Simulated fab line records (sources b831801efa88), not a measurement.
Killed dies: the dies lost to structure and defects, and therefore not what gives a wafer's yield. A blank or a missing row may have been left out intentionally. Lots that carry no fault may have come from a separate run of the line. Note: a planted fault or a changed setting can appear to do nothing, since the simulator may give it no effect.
Comparing a struck lot with a sound one -- flow sky130 -- 44 steps out of a route of 708
Sound: wafers L186.1, L186.3, L186.4. Wafers L183.1, L183.2, L183.4 were the ones struck. The cause is given at the end.
Each step with rows lists, per side, the tool, then ch with its chambers, then its first start. Under that, the readings that differ: sound wafers -- struck wafers -- difference of the means -- sigmas: that difference in standard deviations of wafers without a fault.
alike: readings whose means differ by less than 2 such deviations, and words and numbers that are the same on both sides. not compared: withheld readings, readings that some wafer has no value for, bounds like >300 that may hide the same value, and numbers for which the record gives no deviation and whose values overlap.
A row with sigmas, a row that says differs or no value, or rows on one side alone: a step with any of these is where the two part. Non-overlapping numbers with no deviation appear without sigmas and do not part them. A reading missing from all wafers of one side parts the sides only when that side holds two or more wafers.

first, 1 step without rows for these wafers: SKY_SONOS_ONO_CVD_04 (deposits SiO2 from SiH4/N2O, target thk 5.7199 nm).
SKY_SONOS_ONO_THK_MEAS_05:
  sound: film metro-02 at day 17 17:40; struck: film metro-02 at day 16 14:17
  alike: SONOS_ONO_CVD_04_THK
then, 7 steps without rows for these wafers: SKY_SONOS_ONO_DEHYDRATE_06 (time 60 s); SKY_SONOS_ONO_HMDS_07 (prime time 60 s); SKY_SONOS_ONO_COAT_08 (resist thk 1140 nm); SKY_SONOS_ONO_SOFTBAKE_09 (time 60 s); SKY_SONOS_ONO_EXPOSE_10 (exposes mask ONOM, target cd 410 nm); SKY_SONOS_ONO_PEB_11; SKY_SONOS_ONO_DEVELOP_12 (develop time 60 s).
SKY_SONOS_ONO_CD_MEAS_13: the cd target is 410 nm.
  sound: cd sem-01 at day 18 22:51; struck: cd sem-01 at day 17 18:50
  alike: cd nm
SKY_SONOS_ONO_OVL_MEAS_14:
  sound: overlay-01 at day 18 22:58; struck: overlay-01 at day 17 18:58
  alike: SONOS_ONO_OVL
SKY_SONOS_ONO_ETCH_15: etches the open film in CHF3/O2, target depth 19.52 nm, time 7.8 s.
  sound on rie diel-03 ch 1,2,3, day 18 23:00; struck on rie diel-03 ch 0,2,3, day 17 18:59
  alike: drypump motor current A, oes product au, rf fwd power W, throttle valve pct
  not compared: rf hours counter h
SKY_SONOS_ONO_WET_ETCH_16: etches SiO2 in dHF, target depth 14 nm, time 280 s.
  sound on wet bench-01 ch 0, day 18 23:02; struck on wet bench-02 ch 3, day 17 19:01
reading,sound,struck,difference,sigmas
run length s (s),303 303 303,119 119 119,-184,-47
model.SiO2_of_FIELD_ISO_CVD_24.thk nm (nm),383.1 382.8 382.5,392.4 393.3 392.1,+9.8,
  alike: temp c
SKY_SONOS_ONO_STRIP_17: strips in O2/N2.
  sound on plasma asher-04 ch 0,1, day 18 23:07; struck on plasma asher-04 ch 0,1, day 17 19:06
  alike: drypump motor current A, n2 flow sccm, oes product au, strip time to endpoint s
  not compared: rf hours counter h
then, 3 steps without rows for these wafers: SKY_SONOS_ONO_WET_ETCH_18 (etches Si3N4 in H3PO4, target depth 15 nm, time 172 s); SKY_GATE_OXIDE_CLEAN_00 (cleans in SC1/SC2, time 150 s); SKY_GATE_OXIDE_OXIDATION_01 (stabilise 600 s, purge 300 s, target thk 10.268 nm).
SKY_GATE_OXIDE_THK_MEAS_02:
  sound: film metro-01 at day 19 02:16; struck: film metro-04 at day 17 21:23
reading,sound,struck,difference,sigmas
GATE_OXIDE_OXIDATION_00_THK (nm),9.88 9.99 10.00,10.40 10.41 10.15,+0.36,+2
then, 7 steps without rows for these wafers: SKY_GATE_OXIDE_DEHYDRATE_03 (time 60 s); SKY_GATE_OXIDE_HMDS_04 (prime time 60 s); SKY_GATE_OXIDE_COAT_05 (resist thk 1140 nm); SKY_GATE_OXIDE_SOFTBAKE_06 (time 60 s); SKY_GATE_OXIDE_EXPOSE_07 (exposes mask LVOM, target cd 600 nm); SKY_GATE_OXIDE_PEB_08; SKY_GATE_OXIDE_DEVELOP_09 (develop time 60 s).
SKY_GATE_OXIDE_OVL_MEAS_10:
  sound: overlay-01 at day 20 08:33; struck: overlay-01 at day 19 02:30
reading,sound,struck,difference,sigmas
GATE_OXIDE_OVL (nm),2.3 2.6 2.2,-0.1 -0.4 0.3,-2.4,-2
then, 2 steps without rows for these wafers: SKY_GATE_OXIDE_IMPLANT_11; SKY_GATE_OXIDE_WET_ETCH_12 (etches SiO2 in dHF, target depth 16.8 nm, time 336 s).
SKY_GATE_OXIDE_STRIP_13: strips in O2/N2.
  sound on plasma asher-04 ch 0,1, day 20 08:50; struck on plasma asher-03 ch 0,1, day 19 02:47
  alike: drypump motor current A, n2 flow sccm, oes product au, strip time to endpoint s
  not compared: rf hours counter h
SKY_GATE_OXIDE_TW_MEAS_14:
  sound: film metro-04 at day 20 08:56; struck: film metro-04 at day 19 02:53
  alike: GATE_OXIDE_TW
then, 3 steps without rows for these wafers: SKY_GATE_OXIDE_CLEAN_15 (cleans in SC1/SC2, time 150 s); SKY_GATE_OXIDE_OXIDATION_16 (stabilise 600 s, purge 300 s, target thk 3.57 nm); SKY_POLY_GATE_CVD_00 (deposits poly-Si, target thk 180 nm, time 720 s).
SKY_POLY_GATE_THK_MEAS_01:
  sound: film metro-03 at day 20 12:23; struck: film metro-04 at day 19 06:30
  alike: POLY_GATE_CVD_00_THK
then, 8 steps without rows for these wafers: SKY_RES_PROTECT_DEHYDRATE_00 (time 60 s); SKY_RES_PROTECT_HMDS_01 (prime time 60 s); SKY_RES_PROTECT_COAT_02 (resist thk 1140 nm); SKY_RES_PROTECT_SOFTBAKE_03 (time 60 s); SKY_RES_PROTECT_EXPOSE_04 (exposes mask RPM, target cd 1270 nm); SKY_RES_PROTECT_PEB_05; SKY_RES_PROTECT_DEVELOP_06 (develop time 60 s); SKY_POLY_GATE_IMPLANT_02.
-- the record jumps here: 14 days lie between the struck wafers' starts before and after (it left off in module POLY_GATE and takes up again in module SALICIDE, whose first step shown is number 361 of the route) --
SKY_SALICIDE_CLEAN_00: cleans in HF-last, time 30 s.
  sound on wet bench-04 ch 1, day 34 02:48; struck on wet bench-01 ch 2, day 32 20:28
reading,sound,struck,difference,sigmas
model.SiO2_of_FIELD_ISO_CVD_24.thk nm (nm),357.8 357.5 357.3,367.3 368.2 367,+10.0,
-- the record jumps here: 16 days lie between the struck wafers' starts before and after (it left off in module SALICIDE and takes up again in module PAD_OPEN, whose first step shown is number 708 of the route) --
SKY_PAD_OPEN_PROBE_99:
  sound: prober-01 at day 49 23:34; struck: prober-01 at day 49 01:58
reading,sound,struck,difference,sigmas
model.etest.cap li to poly.c af um2,96.31 98.26 98.86,101.2 102.2 101.3,+3.8,
model.etest.field n.vt v (V),35.66 35.08 36.03,37.1 37.33 37.14,+1.6,
model.etest.sram nfet pass.off log10 a um,-12.61 -12.5 -12.87,-13.23 -12.99 -13.01,-0.42,
model.etest.pfet_16v.vt v (V),-1.1 -1.099 -1.106,-1.156 -1.167 -1.145,-0.054,
model.etest.pfet g5v0d10v5.vt long v (V),-0.9306 -0.9278 -0.9355,-0.9793 -0.9882 -0.9674,-0.0470,
model.etest.pfet_01v8_lvt.vt sat v (V),-0.4206 -0.4213 -0.4245,-0.4829 -0.4885 -0.477,-0.0607,
  alike: killed_at_M0_to_M3, killed_at_M4_up, killed at contacts, killed at front end, killed at other, killed dies, killed open, killed short
  not compared: model.etest.sram nfet pass.vt sat v, model.etest.sram nfet pass.vt v

WHERE THEY PART
Earliest at SKY_SONOS_ONO_WET_ETCH_16; latest, in this record, at SKY_GATE_OXIDE_OVL_MEAS_10. Later steps at which nothing parts them and some readings are alike: SKY_GATE_OXIDE_STRIP_13, SKY_GATE_OXIDE_TW_MEAS_14, SKY_POLY_GATE_THK_MEAS_01, SKY_PAD_OPEN_PROBE_99.

WHY: whatever the simulator had introduced
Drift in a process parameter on wet bench-02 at SKY_SONOS_ONO_WET_ETCH_16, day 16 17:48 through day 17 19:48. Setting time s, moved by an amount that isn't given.
